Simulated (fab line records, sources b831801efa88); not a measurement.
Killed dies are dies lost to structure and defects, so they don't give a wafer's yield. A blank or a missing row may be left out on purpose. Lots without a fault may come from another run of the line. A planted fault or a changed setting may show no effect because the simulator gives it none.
A struck lot beside a sound one | flow sky130 | 16 steps out of a route of 708
Sound: wafers L718.1, L718.2, L718.3. Struck: wafers L723.1, L723.2, L723.3. The cause comes at the end.
At each step with rows: each side's tool, then ch and its chambers, then its first start. Under that, the readings that differ: sound wafers | struck wafers | difference of the means | sigmas: that difference in standard deviations of wafers without a fault.
alike: readings whose means differ by less than 2 such deviations, and words and numbers that are the same on both sides. not compared: withheld readings, readings that some wafer has no value for, bounds like >300 that may hide the same value, and numbers for which the record gives no deviation and whose values overlap.
The two part at a step that has a row with sigmas, a row that says differs or no value, or rows on one side only. Numbers that don't overlap but have no deviation are shown without sigmas and don't part them. A reading that every wafer of one side lacks parts them only if that side has two wafers or more.

first, 4 steps without rows for these wafers: SKY_RES_XHIGH_EXPOSE_04 (exposes mask URPM, target cd 1270 nm); SKY_RES_XHIGH_PEB_05; SKY_RES_XHIGH_DEVELOP_06 (develop time 60 s); SKY_RES_XHIGH_IMPLANT_07.
SKY_RES_XHIGH_STRIP_08: strips in O2/N2.
  sound on plasma_asher-04 ch 0,1, day 29 23:06; struck on plasma_asher-02 ch 0,1, day 31 07:32
  alike: drypump_motor_current_A, o2_flow_sccm, oes_product_au, strip_time_to_endpoint_s
  not compared: rf_hours_counter_h
SKY_RES_XHIGH_TW_MEAS_09:
  sound on film_metro-03, day 29 23:12; struck on film_metro-03, day 31 07:38
  alike: RES_XHIGH_TW
then, 6 steps without rows for these wafers: SKY_SD_N_DEHYDRATE_00 (time 60 s); SKY_SD_N_HMDS_01 (prime time 60 s); SKY_SD_N_COAT_02 (resist thk 1140 nm); SKY_SD_N_SOFTBAKE_03 (time 60 s); SKY_SD_N_EXPOSE_04 (exposes mask NSDM, target cd 380 nm); SKY_SD_N_PEB_05.
SKY_SD_N_DEVELOP_06: develop time 60 s.
  sound on litho_track-03 ch 0, day 31 02:45; struck on litho_track-04 ch 0, day 32 10:11
  reading              | sound             | struck            | difference | sigmas
  developer_temp_C (C) | 23.12 23.04 23.18 | 20.80 20.72 20.69 | -2.38      | -22
SKY_SD_N_CD_MEAS_07: target cd 380 nm.
  sound on cd_sem-02, day 31 02:54; struck on cd_sem-01, day 32 10:20
  reading    | sound             | struck            | difference | sigmas
  cd_nm (nm) | 380.0 381.7 380.8 | 387.5 387.3 388.1 | +6.8       | +3
SKY_SD_N_OVL_MEAS_08:
  sound on overlay-02, day 31 03:01; struck on overlay-01, day 32 10:28
  reading       | sound       | struck         | difference | sigmas
  SD_N_OVL (nm) | 2.7 2.8 2.3 | -1.7 -0.7 -1.4 | -3.9       | -3
SKY_PAD_OPEN_PROBE_99:
  the record has rows for the sound wafers here (prober-01, day 48 09:01) and none for the struck ones

WHERE THEY PART
First at SKY_SD_N_DEVELOP_06; last, within this record, at SKY_PAD_OPEN_PROBE_99.

WHY: what the simulator had put in
Process parameter drift: litho_track-04, from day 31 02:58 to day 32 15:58, at SKY_SD_N_DEVELOP_06. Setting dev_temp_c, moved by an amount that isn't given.
